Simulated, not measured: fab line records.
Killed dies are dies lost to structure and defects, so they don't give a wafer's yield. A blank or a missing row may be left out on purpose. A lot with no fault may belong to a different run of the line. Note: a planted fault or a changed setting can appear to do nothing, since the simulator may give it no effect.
Struck lot and sound lot, side by side    flow sky130    18 steps out of a route of 708
Sound: these wafers, L747.4, L747.5, L747.6. Wafers struck: L761.1, L761.4, L761.6. Last of all comes the cause.
For every step that has rows: the tool of each side, followed by ch and its chambers, followed by its first start. Under that, the readings that differ: sound wafers    struck wafers    difference of the means    sigmas: that difference in standard deviations of wafers without a fault.
alike: a reading whose means differ by less than 2 such deviations, as well as words and numbers matching on both sides. not compared: withheld readings; readings where some wafer has no value; bounds like >300 that might hide an equal value; numbers whose values overlap and for which the record gives no deviation.
The two part at a step that has a row with sigmas, a row that says differs or no value, or rows on one side only. When numbers do not overlap yet have no deviation, they are printed without sigmas and do not part them. A reading missing from all wafers of one side parts the sides only when that side holds two or more wafers.

first, 2 steps without rows for these wafers: SKY_VT_ADJUST_LVTN_PEB_05; SKY_VT_ADJUST_LVTN_DEVELOP_06 (develop time 60 s).
SKY_VT_ADJUST_LVTN_OVL_MEAS_07:
  sound on overlay-01 at day 7 22:50; struck on overlay-01 at day 11 18:59
  alike: VT_ADJUST_LVTN_OVL
after that, 1 step had no rows for these wafers: SKY_VT_ADJUST_LVTN_IMPLANT_08.
SKY_VT_ADJUST_LVTN_STRIP_09: strips in O2/N2.
  sound on plasma_asher-03 ch 0,1, day 7 23:02; struck on plasma_asher-01 ch 0,1, day 11 19:10
  alike: drypump_motor_current_A, oes_product_au, strip_time_to_endpoint_s
  not compared: rf_hours_counter_h
SKY_VT_ADJUST_LVTN_TW_MEAS_10:
  sound on film_metro-01 at day 7 23:07; struck on film_metro-02 at day 11 19:16
reading            sound              struck             difference  sigmas
VT_ADJUST_LVTN_TW  237.2 238.8 238.6  246.4 246.6 245.5  +8.0        +3
then, 6 steps without rows for these wafers: SKY_VT_ADJUST_LVTN_DEHYDRATE_11 (time 60 s); SKY_VT_ADJUST_LVTN_HMDS_12 (prime time 60 s); SKY_VT_ADJUST_LVTN_COAT_13 (resist thk 1140 nm); SKY_VT_ADJUST_LVTN_SOFTBAKE_14 (time 60 s); SKY_VT_ADJUST_LVTN_EXPOSE_15 (exposes mask HVN STD DERIVED, target cd 600 nm); SKY_VT_ADJUST_LVTN_PEB_16.
SKY_VT_ADJUST_LVTN_DEVELOP_17: develop time 60 s.
  sound on litho_track-03 ch 0, day 8 20:13; struck on litho_track-04 ch 0, day 12 19:32
  alike: developer_temp_C
SKY_VT_ADJUST_LVTN_OVL_MEAS_18:
  sound on overlay-02 at day 8 20:18; struck on overlay-02 at day 12 19:41
reading                     sound        struck  difference                     sigmas
VT_ADJUST_LVTN_01_OVL (nm)  0.1 0.2 0.1  - - -   no value on the struck wafers  
after that, 1 step had no rows for these wafers: SKY_VT_ADJUST_LVTN_IMPLANT_19.
SKY_VT_ADJUST_LVTN_STRIP_20: strips in O2/N2.
  sound on plasma_asher-03 ch 0,1, day 8 20:31; struck on plasma_asher-04 ch 0,1, day 12 19:52
reading                       sound              struck             difference  sigmas
strip_time_to_endpoint_s (s)  14.13 14.12 14.09  14.25 14.24 14.30  +0.15       +4
  alike: drypump_motor_current_A, oes_product_au
  not compared: rf_hours_counter_h
SKY_VT_ADJUST_LVTN_TW_MEAS_21:
  sound on film_metro-02 at day 8 20:36; struck on film_metro-02 at day 12 19:58
reading              sound              struck          difference  sigmas
VT_ADJUST_LVTN_2_TW  189.1 189.0 189.3  30.3 30.3 30.3  -158.8      -76
then, 1 step without rows for these wafers: SKY_VT_ADJUST_NCORE_DEHYDRATE_00 (time 60 s).

WHERE THEY PART
Earliest at SKY_VT_ADJUST_LVTN_TW_MEAS_10; latest, in this record, at SKY_VT_ADJUST_LVTN_TW_MEAS_21.

WHY: what had been put in by the simulator
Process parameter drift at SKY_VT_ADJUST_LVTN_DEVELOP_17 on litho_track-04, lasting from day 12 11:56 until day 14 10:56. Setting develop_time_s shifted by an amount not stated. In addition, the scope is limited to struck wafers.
